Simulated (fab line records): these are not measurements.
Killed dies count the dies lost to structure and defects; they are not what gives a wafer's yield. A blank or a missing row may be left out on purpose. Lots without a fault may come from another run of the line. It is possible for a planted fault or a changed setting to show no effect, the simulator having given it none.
Matching of chambers -- flow gf180mcu -- GF_V2_ETCH_16 on rie_diel-02: 4 sister chambers
The step etches BARC in N2/H2. 14 wafers are shown with their chamber, then 7 later ones without.

## WAFERS PAIRED WITH THEIR CHAMBERS
wafer,chamber,chamber_pressure_mTorr (mTorr),throttle_valve_pct (%),oes_product_au (a.u.)
L075.2,1,30.019,13.217,0.851
L075.3,3,29.978,13.232,0.856
L075.6,0,30.021,13.234,0.864
L076.1,2,29.994,13.216,0.855
L076.3,1,30.041,13.210,0.855
L076.5,1,30.031,13.245,0.859
L077.2,1,30.046,13.211,0.861
L077.4,0,29.982,13.229,0.854
L077.5,1,30.022,13.216,0.862
L084.1,0,29.978,13.208,0.851
L084.2,1,29.992,13.224,0.845
L084.6,0,29.988,13.214,0.856
L088.2,2,30.005,13.231,0.858
L088.3,0,30.022,13.232,0.857

SIGNATURES, as means of the wafers listed above
reading,chamber 0,chamber 1,chamber 2,chamber 3,scatter within a chamber
chamber_pressure_mTorr,29.99820,30.02517,29.99950,29.97800,0.0195
throttle_valve_pct,13.22340,13.22050,13.22350,13.23200,0.0123
oes_product_au,0.85640,0.85550,0.85650,0.85600,0.0056
Rule: a wafer's distance from a chamber is the root of the sum, over the readings, of the square of ((its reading less the chamber's mean) divided by the reading's scatter). The wafer belongs to the nearest chamber; if the next one is less than 2 further off, it can't be placed. How the scatter is found: for the shown wafers, subtract from each reading the mean of its chamber, square and add these, divide the total by (wafers less chambers), then take the root.

## WAFERS MISSING THEIR CHAMBER
wafer,chamber_pressure_mTorr (mTorr),throttle_valve_pct (%),oes_product_au (a.u.)
L088.5,29.986,13.235,0.863
L090.1,29.976,13.225,0.851
L090.2,29.978,13.218,0.859
L090.5,29.955,13.239,0.852
L094.1,30.021,13.230,0.862
L094.2,29.997,13.212,0.847
L094.3,30.023,13.227,0.853

## WHICH CHAMBER EACH ONE RAN IN
wafer,from the rows above,in truth
L088.5,can't be placed: 3 or 0 or 2 or 1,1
L090.1,can't be placed: 3 or 0 or 2 or 1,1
L090.2,can't be placed: 0 or 3 or 2 or 1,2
L090.5,can't be placed: 3 or 0 or 2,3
L094.1,can't be placed: 1 or 2 or 0 or 3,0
L094.2,can't be placed: 0 or 2 or 1 or 3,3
L094.3,can't be placed: 1 or 2 or 0 or 3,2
0 of 7 placed correctly. Unplaceable from these rows: 7, with the true chamber sitting among the candidates in 7. Wrongly placed: 0.
